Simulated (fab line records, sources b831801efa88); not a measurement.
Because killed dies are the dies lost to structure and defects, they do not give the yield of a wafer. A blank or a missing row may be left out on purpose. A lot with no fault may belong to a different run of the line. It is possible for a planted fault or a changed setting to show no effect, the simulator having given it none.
A struck lot beside a sound one / flow sky130 / 14 steps out of a route of 708
Sound: these wafers, L881.2, L881.3, L881.4. Wafers struck: L874.1, L874.3, L874.5. The cause comes at the end.
Each step with rows lists, per side, the tool, then ch with its chambers, then its first start. Under that, the readings that differ: sound wafers / struck wafers / difference of the means / sigmas: that difference in standard deviations of wafers without a fault.
alike: words and numbers the same on both sides, and readings whose means are apart by under 2 such deviations; not compared: readings that were withheld, readings missing a value for some wafer, numbers with overlapping values and no deviation given by the record, and bounds like >300 which may hide the same value.
The two part at a step that has a row with sigmas, a row that says differs or no value, or rows on one side only. Non-overlapping numbers with no deviation appear without sigmas and do not part them. A reading that every wafer of one side lacks parts them only if that side has two wafers or more.

first, 3 steps without rows for these wafers: SKY_LDD_P_EXPOSE_04 (exposes mask PSDM, target cd 380 nm); SKY_LDD_P_PEB_05; SKY_LDD_P_DEVELOP_06 (develop time 60 s).
SKY_LDD_P_CD_MEAS_07: target cd 380 nm.
  struck on cdSem-02, day 21 16:07; sound on cdSem-02, day 24 05:02
  alike: cdNm
SKY_LDD_P_OVL_MEAS_08:
  struck on overlay-02, day 21 16:15; sound on overlay-01, day 24 05:08
  alike: LDD_P_OVL
after that, 1 step had no rows for these wafers: SKY_LDD_P_IMPLANT_09.
SKY_LDD_P_STRIP_10: strips in O2/N2.
  sound on plasmaAsher-04 ch 0,1, day 24 05:19; struck on plasmaAsher-04 ch 0,1, day 21 16:26
  alike: drypumpMotorCurrentA, oesProductAu, stripTimeToEndpointS
  not compared: rfHoursCounterH
SKY_LDD_P_TW_MEAS_11:
  struck on filmMetro-03, day 21 16:32; sound on filmMetro-02, day 24 05:26
reading=LDD_P_TW; sound=629 627 630; struck=640 640 642; difference=+12; sigmas=+2
then, 4 steps without rows for these wafers: SKY_LDD_HVN_DEHYDRATE_00 (time 60 s); SKY_LDD_HVN_HMDS_01 (prime time 60 s); SKY_LDD_HVN_COAT_02 (resist thk 300 nm); SKY_LDD_HVN_SOFTBAKE_03 (time 60 s).
SKY_LDD_HVN_EXPOSE_04: exposes mask HVNTM, target cd 700 nm.
  struck on ilineStepper-02, day 22 07:44; sound on ilineStepper-02 ch 0, day 24 20:02
  no value came back on the struck wafers for exposureDoseMJCm2, focusOffsetNm (nm); on the sound wafers exposureDoseMJCm2 reads 127.14 126.83 127.03
  alike: mask
after that, 1 step had no rows for these wafers: SKY_LDD_HVN_PEB_05.

WHERE THEY PART
Last at SKY_LDD_HVN_EXPOSE_04 as far as this record goes, first at SKY_LDD_P_TW_MEAS_11.

WHY: whatever the simulator had introduced
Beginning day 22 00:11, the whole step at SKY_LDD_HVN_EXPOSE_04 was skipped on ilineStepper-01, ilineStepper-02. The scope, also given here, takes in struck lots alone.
